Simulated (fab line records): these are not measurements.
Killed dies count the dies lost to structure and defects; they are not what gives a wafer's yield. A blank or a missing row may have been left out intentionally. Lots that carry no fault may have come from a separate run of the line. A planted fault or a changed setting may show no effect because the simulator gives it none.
Which of the tools did it? :: flow gf180mcu :: 21 wafers sampled from 7 lots at 1 step of a route of 602

WHAT THE GAUGES SHOWED, per wafer
GF_NSD_OVL_MEAS_08.
lot: L249
measured: day 13 22:52
on: overlay-02
NSD_OVL (nm): 2.3 2.6 3.0

lot: L252
measured: day 14 21:13
on: overlay-01
NSD_OVL (nm): 0.6 0.1 -2.7

lot: L256
measured: day 16 02:46
on: overlay-02
NSD_OVL (nm): 0.9 1.4 2.9

lot: L259
measured: day 17 04:40
on: overlay-01
NSD_OVL (nm): 3.0 5.1 2.1

lot: L263
measured: day 18 10:19
on: overlay-01
NSD_OVL (nm): 0.1 0.4 3.0

lot: L269
measured: day 20 13:00
on: overlay-01
NSD_OVL (nm): -0.6 -0.7 0.3

lot: L271
measured: day 21 05:26
on: overlay-01
NSD_OVL (nm): 2.6 1.2 2.5

WHICH TOOL RAN EACH LOT (tool, then ch and the chambers of the sampled wafers, then the start)
The record shows no process step preceding these readings.

THE ANSWER, worked out from the rows above alone
Rule: what is usual is taken from the lots themselves. Put in order of their means at a reading, lots are off if they are a third of the lots or fewer, leave a main group of 4 or more, and stand apart from it by a gap of 3 or more times the standard deviation of the main group's means; of several such gaps the widest counts. A main group is skipped when, at the precision printed for the reading in the tables above, its means are all equal. Also off: a lot with no number at a reading for which 4 or more lots have one. The other lots that the step has rows for count as sound.
Across all readings shown, no lot is off: no conclusion can be drawn from this.

WHAT THE SIMULATOR PUT IN
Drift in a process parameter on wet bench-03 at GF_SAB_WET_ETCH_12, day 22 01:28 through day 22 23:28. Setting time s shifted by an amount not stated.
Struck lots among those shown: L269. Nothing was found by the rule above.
